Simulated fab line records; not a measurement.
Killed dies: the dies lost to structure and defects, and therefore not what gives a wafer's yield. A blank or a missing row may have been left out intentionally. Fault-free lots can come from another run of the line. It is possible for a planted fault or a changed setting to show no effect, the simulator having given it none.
What tool caused it?	flow gf180mcu	43 wafers from 15 lots sampled at 5 of the route's 602 steps

WHAT THE GAUGES SHOWED, per wafer
GF_STI_BOW_MEAS_00.
lot	measured	on	INCOMING_BOW (um)
L222	day 1 10:00	film_metro-02	-9 -2 -5
L223	day 1 15:02	film_metro-02	2 8 -1
L224	day 1 20:00	film_metro-02	-2 1 5
L225	day 2 01:00	film_metro-01	-10 -4 -4
L226	day 2 06:00	film_metro-01	-6 9 2
L227	day 2 11:00	film_metro-01	1 -12 0
L228	day 2 16:02	film_metro-01	2 3 19
L229	day 2 21:00	film_metro-02	-7 14 -1
L231	day 3 07:05	film_metro-02	3 5
L233	day 3 17:00	film_metro-02	16 -6
L238	day 4 18:01	film_metro-02	2 -5 4
L241	day 5 09:01	film_metro-01	6 8 4
L243	day 5 19:00	film_metro-01	3 6 8
L244	day 6 00:00	film_metro-03	-5 9 -6
L245	day 6 05:02	film_metro-01	3 -2 7

GF_V4_THK_MEAS_25: measures by xrf.
lot	measured	on	V4_W_THK (nm)
L222	day 24 09:46	film_metro-01	352 354 354
L223	day 24 21:22	film_metro-02	359 356 356
L224	day 25 04:13	film_metro-02	358 359 350
L225	day 25 13:31	film_metro-02	355 353 354
L226	day 25 23:28	film_metro-02	354 369 375
L227	day 26 06:40	film_metro-01	358 351 351
L228	day 26 10:20	film_metro-02	351 349 353
L229	day 26 17:34	film_metro-02	348 348 349
L231	day 27 13:50	film_metro-02	367 354
L233	day 28 03:57	film_metro-04	379 361
L238	day 29 11:21	film_metro-01	358 362 348
L241	day 30 11:41	film_metro-04	365 371 361
L243	day 30 22:04	film_metro-01	364 357 348
L244	day 31 02:31	film_metro-04	378 374 377
L245	day 31 09:28	film_metro-02	353 362 365

WHAT TOOL EACH LOT RAN ON (gives the tool, then ch and the chambers of the sampled wafers, and finally the start)
lot	GF_STI_ETCH_14	GF_STI_STRIP_15	GF_V3_SPUTTER_21
L222	rie_si-02 ch 0,2,3, day 2 03:07	plasma_asher-01 ch 0, day 2 03:11	pvd_sputter-03, day 22 08:49
L223	rie_si-01 ch 0,3, day 2 08:34	plasma_asher-02 ch 0,1, day 2 08:40	pvd_sputter-04, day 22 20:40
L224	rie_si-01 ch 0,2,3, day 2 13:40	plasma_asher-02 ch 0,1, day 2 13:44	pvd_sputter-04, day 23 03:43
L225	rie_si-01 ch 0,2,3, day 2 17:22	plasma_asher-03 ch 0,1, day 2 17:26	pvd_sputter-03, day 23 12:50
L226	rie_si-02 ch 0,3, day 2 21:49	plasma_asher-03 ch 0,1, day 2 21:53	pvd_sputter-03, day 24 00:14
L227	rie_si-02 ch 0,1,3, day 3 03:37	plasma_asher-03 ch 0,1, day 3 03:41	pvd_sputter-01, day 24 07:52
L228	rie_si-01 ch 1,2, day 3 07:25	plasma_asher-03 ch 0,1, day 3 07:31	pvd_sputter-04, day 24 11:35
L229	rie_si-02 ch 1,2,3, day 3 13:31	plasma_asher-01 ch 0,1, day 3 13:35	pvd_sputter-01, day 24 20:20
L231	rie_si-02 ch 0,3, day 4 00:39	plasma_asher-01 ch 0,1, day 4 00:45	pvd_sputter-03, day 25 16:56
L233	rie_si-02 ch 0,2, day 4 10:31	plasma_asher-01 ch 0,1, day 4 10:35	pvd_sputter-04, day 26 07:07
L238	rie_si-01 ch 0,3, day 5 12:16	plasma_asher-02 ch 0,1, day 5 12:20	pvd_sputter-04, day 27 16:59
L241	rie_si-01 ch 0,3, day 6 04:31	plasma_asher-01 ch 0,1, day 6 04:35	pvd_sputter-04, day 28 17:43
L243	rie_si-01 ch 1,3, day 6 13:31	plasma_asher-03 ch 0,1, day 6 13:35	pvd_sputter-01, day 29 06:11
L244	rie_si-01 ch 0,1,3, day 6 18:22	plasma_asher-03 ch 0,1, day 6 18:26	pvd_sputter-04, day 29 10:01
L245	rie_si-02 ch 0,3, day 6 23:31	plasma_asher-01 ch 0,1, day 6 23:37	pvd_sputter-04, day 29 18:02
- GF_STI_ETCH_14: etches Si in HBr/Cl2/O2, target depth 360 nm, time 102.9 s.
- GF_STI_STRIP_15: strips in O2/N2.
- GF_V3_SPUTTER_21: material Ti, target thk 15 nm, time 80.02 s.

WHAT THE TOOLS THEMSELVES READ (means of the sampled wafers that have a number; where no wafer has one, the mark that the record gives instead)
GF_STI_ETCH_14.
lot	tool	chamber_pressure_mTorr (mTorr)	drypump_motor_current_A (A)	oes_product_au (a.u.)	run_length_s (s)	throttle_valve_pct (%)
L222	rie_si-02	15.010	5.7	1.002	131.1	25.648
L223	rie_si-01	15.009	4.9	1.002	131.2	25.652
L224	rie_si-01	14.999	5.2	1.004	131.3	25.654
L225	rie_si-01	15.009	5.2	0.997	131.3	25.650
L226	rie_si-02	14.997	6.2	1.004	130.9	25.660
L227	rie_si-02	14.984	5.8	1.001	131.3	25.657
L228	rie_si-01	14.992	5.9	1.005	131.3	25.659
L229	rie_si-02	15.003	5.8	1.002	117.5	25.667
L231	rie_si-02	15.006	6.0	1.006	109.8	25.659
L233	rie_si-02	15.006	5.3	0.998	110.1	25.646
L238	rie_si-01	14.997	4.8	1.010	130.9	25.648
L241	rie_si-01	15.015	4.9	1.004	131.0	25.655
L243	rie_si-01	15.003	5.5	0.997	131.6	25.659
L244	rie_si-01	14.983	5.2	1.006	131.1	25.652
L245	rie_si-02	14.998	5.8	1.004	131.1	25.649

GF_STI_STRIP_15.
lot	tool	chamber_pressure_mTorr (mTorr)	drypump_motor_current_A (A)	heater_power_w (W)	oes_product_au (a.u.)	strip_time_to_endpoint_s (s)
L222	plasma_asher-01	1500.1	6.0	311	0.385	3.70
L223	plasma_asher-02	1500.6	6.2	354	0.382	3.72
L224	plasma_asher-02	1498.6	5.9	364	0.377	3.69
L225	plasma_asher-03	1500.0	5.5	339	0.384	3.77
L226	plasma_asher-03	1499.5	5.5	339	0.384	3.73
L227	plasma_asher-03	1498.6	5.5	339	0.382	3.72
L228	plasma_asher-03	1500.4	5.6	333	0.381	3.73
L229	plasma_asher-01	1500.6	5.8	349	0.393	3.93
L231	plasma_asher-01	1500.6	5.8	330	0.395	3.99
L233	plasma_asher-01	1499.9	5.8	335	0.393	4.03
L238	plasma_asher-02	1498.9	5.9	367	0.387	3.73
L241	plasma_asher-01	1500.5	5.7	350	0.383	3.76
L243	plasma_asher-03	1498.9	5.4	337	0.387	3.70
L244	plasma_asher-03	1499.9	5.5	336	0.385	3.69
L245	plasma_asher-01	1499.6	5.9	328	0.382	3.70

GF_V3_SPUTTER_21.
lot	tool	throttle_valve_pct (%)
L222	pvd_sputter-03	29.9
L223	pvd_sputter-04	29.1
L224	pvd_sputter-04	29.9
L225	pvd_sputter-03	29.6
L226	pvd_sputter-03	29.3
L227	pvd_sputter-01	30.0
L228	pvd_sputter-04	29.8
L229	pvd_sputter-01	29.6
L231	pvd_sputter-03	30.7
L233	pvd_sputter-04	29.6
L238	pvd_sputter-04	29.5
L241	pvd_sputter-04	29.4
L243	pvd_sputter-01	29.9
L244	pvd_sputter-04	29.2
L245	pvd_sputter-04	29.8

THE ANSWER, worked out from the rows above alone
Rule: what is usual is taken from the lots themselves. The widest of any qualifying gaps counts: lots, ordered by their means at a reading, are off when they make up no more than a third of the lots, leave a main group of 4 or more, and stand apart from it by 3 or more times the standard deviation of that group's means. A main group is skipped when, at the precision printed for the reading in the tables above, its means are all equal. Also off: a lot with no number at a reading for which 4 or more lots have one. Any other lot the step has rows for is counted as sound. First the gauges in route order, then the tools' own readings, where a lot's mean is used as printed above. The first step at which some lot is off is used, and at that step the reading that is off furthest; a lot without a number counts as furthest.
Off at GF_STI_ETCH_14 (run_length_s): L229, L231, L233. Mean 131.2 s and standard deviation 0.19 in the main group.
If a tool, at that step or one of the process steps before it, ran each lot that is off and ran no sound lot following the first of them, it fits. None of those tried fits.

WHAT THE SIMULATOR HAD PUT IN
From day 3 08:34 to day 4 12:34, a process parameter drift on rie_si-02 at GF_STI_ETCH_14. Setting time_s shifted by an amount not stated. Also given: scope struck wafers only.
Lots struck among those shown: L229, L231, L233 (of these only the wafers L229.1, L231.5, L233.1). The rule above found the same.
